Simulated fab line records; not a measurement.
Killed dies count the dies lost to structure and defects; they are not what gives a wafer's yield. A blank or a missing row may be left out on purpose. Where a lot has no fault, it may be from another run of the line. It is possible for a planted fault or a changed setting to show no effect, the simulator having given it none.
Which tool was responsible?	flow sky130	Sampling: 14 lots, 38 wafers, 4 of 708 route steps

## WHAT THE GAUGES READ, wafer by wafer
SKY_METAL3_OVL_MEAS_14.
lot	measured	on	METAL3_OVL (nm)
L145	day 39 01:19	overlay-01	-6 -6 1
L146	day 39 04:49	overlay-01	2 -3 -3
L147	day 39 07:05	overlay-01	-8 -10 -6
L148	day 39 09:56	overlay-02	2 6 10
L151	day 40 07:40	overlay-01	0 -6 -8
L152	day 40 14:39	overlay-01	-5 5 -4
L156	day 42 04:59	overlay-02	9
L158	day 42 14:37	overlay-01	7
L159	day 42 16:40	overlay-02	7 7 13
L160	day 42 20:58	overlay-01	-4 -4 3
L161	day 43 06:58	overlay-02	5 5 0
L163	day 43 22:11	overlay-01	4 1 -4
L165	day 44 08:11	overlay-02	-7 -4 -5
L168	day 45 02:48	overlay-02	8 -2 4

SKY_VIA3_THK_MEAS_01.
lot	measured	on	VIA3_HDPCVD_THK (nm)
L145	day 39 02:28	film_metro-03	1625 1624 1622
L146	day 39 05:57	film_metro-04	1673 1646 1655
L147	day 39 08:13	film_metro-04	1682 1668 1646
L148	day 39 11:04	film_metro-03	1641 1610 1628
L151	day 40 08:59	film_metro-01	1663 1659 1636
L152	day 40 15:58	film_metro-01	1653 1660 1637
L156	day 42 06:09	film_metro-04	1645
L158	day 42 15:50	film_metro-04	1646
L159	day 42 17:48	film_metro-04	1629 1636 1613
L160	day 42 22:06	film_metro-04	1626 1632 1632
L161	day 43 08:07	film_metro-04	1657 1676 1654
L163	day 43 23:19	film_metro-04	1637 1637 1638
L165	day 44 09:19	film_metro-04	1665 1643 1662
L168	day 45 03:58	film_metro-03	1613 1641 1639

## EACH LOT AND THE TOOL THAT RAN IT (in order: tool; ch and the chambers of the sampled wafers; start)
lot	SKY_METAL3_SOFTBAKE_09	SKY_METAL3_ETCH_17
L145	litho_track-04 ch 0, day 38 12:00	rie_diel-02 ch 0,1,3, day 39 01:28
L146	litho_track-02 ch 0, day 38 16:00	rie_diel-01 ch 0,1,3, day 39 04:59
L147	litho_track-04 ch 0, day 38 18:00	rie_diel-03 ch 1,2,3, day 39 07:15
L148	litho_track-01 ch 0, day 38 20:00	rie_diel-01 ch 1,2,3, day 39 10:06
L151	litho_track-01 ch 0, day 39 18:00	rie_diel-02 ch 0,1, day 40 07:49
L152	litho_track-01 ch 0, day 40 02:00	rie_diel-03 ch 1,2, day 40 14:48
L156	litho_track-04 ch 0, day 41 16:00	rie_diel-01 ch 1, day 42 05:09
L158	litho_track-04 ch 0, day 42 02:00	rie_diel-02 ch 3, day 42 14:47
L159	litho_track-02 ch 0, day 42 05:00	rie_diel-01 ch 1,3, day 42 16:50
L160	litho_track-02 ch 0, day 42 09:00	rie_diel-02 ch 2,3, day 42 21:08
L161	litho_track-02 ch 0, day 42 18:00	rie_diel-02 ch 0,2,3, day 43 07:07
L163	litho_track-02 ch 0, day 43 11:00	rie_diel-03 ch 2,3, day 43 22:20
L165	litho_track-02 ch 0, day 43 20:00	rie_diel-03 ch 1,2,3, day 44 08:21
L168	litho_track-01 ch 0, day 44 15:00	rie_diel-01 ch 0,1,3, day 45 02:58
- SKY_METAL3_SOFTBAKE_09: time 90 s.
- SKY_METAL3_ETCH_17: etches SiO2 in C4F8/O2/Ar, stops on TiN, time 3.9 s, target depth 15 nm.

## WHAT THE TOOLS THEMSELVES READ (means of the sampled wafers that have a number; where no wafer has one, the mark that the record gives instead)
SKY_METAL3_SOFTBAKE_09.
lot	tool	heater_power_total_W (W)	plate_temp_C (C)	resist_line_temp_C (C)
L145	litho_track-04	57.38	100.06	23.09
L146	litho_track-02	57.45	99.95	23.13
L147	litho_track-04	57.41	99.91	23.09
L148	litho_track-01	57.24	99.85	22.97
L151	litho_track-01	57.34	100.20	23.09
L152	litho_track-01	57.34	99.94	23.00
L156	litho_track-04	56.85	99.64	23.14
L158	litho_track-04	56.72	99.39	23.00
L159	litho_track-02	57.27	100.04	23.07
L160	litho_track-02	57.33	100.07	23.08
L161	litho_track-02	57.30	99.88	22.96
L163	litho_track-02	57.41	99.75	23.14
L165	litho_track-02	57.41	99.87	22.82
L168	litho_track-01	57.37	100.14	23.06

SKY_METAL3_ETCH_17.
lot	tool	oes_product_au (a.u.)
L145	rie_diel-02	0.757
L146	rie_diel-01	0.753
L147	rie_diel-03	0.747
L148	rie_diel-01	0.764
L151	rie_diel-02	0.748
L152	rie_diel-03	0.759
L156	rie_diel-01	0.742
L158	rie_diel-02	0.756
L159	rie_diel-01	0.746
L160	rie_diel-02	0.759
L161	rie_diel-02	0.755
L163	rie_diel-03	0.750
L165	rie_diel-03	0.756
L168	rie_diel-01	0.751

## THE ANSWER, worked out from the rows above alone
Rule: what is usual is taken from the lots themselves. The widest of any qualifying gaps counts: lots, ordered by their means at a reading, are off when they make up no more than a third of the lots, leave a main group of 4 or more, and stand apart from it by 3 or more times the standard deviation of that group's means. If all means in a main group match to the digits the tables above print for the reading, that group is not used. Also off: a lot with no number at a reading for which 4 or more lots have one. Where the step has rows for the other lots, those lots are counted as sound. The gauges are gone through in route order, then the tools' own readings, and for those a lot's mean is taken as printed above. The first step at which some lot is off is used, and at that step the reading that is off furthest; a lot without a number counts as furthest.
Off, at SKY_METAL3_SOFTBAKE_09 on heater_power_total_W: L156, L158. For the main group the mean is 57.35 W and the standard deviation 0.06.
If a tool, at that step or one of the process steps before it, ran each lot that is off and ran no sound lot following the first of them, it fits. One candidate fits, namely litho_track-04 at SKY_METAL3_SOFTBAKE_09. A fault onset in the window from L147 (day 38 18:00, its last sound lot) to L156 (day 41 16:00, its first lot off) fits.
On the lots that are off, the tool's own readings at SKY_METAL3_SOFTBAKE_09 differ by more than 5 times the standard deviation of the sound lots' means, which bears it out; heater_power_total_W reads 56.78 W there versus 57.35 W on the sound lots.

## WHAT HAD BEEN PUT IN BY THE SIMULATOR
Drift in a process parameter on litho_track-04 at SKY_METAL3_SOFTBAKE_09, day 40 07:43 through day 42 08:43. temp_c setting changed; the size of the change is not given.
Shown lots that were struck: L156, L158. The rule given above showed the same thing.
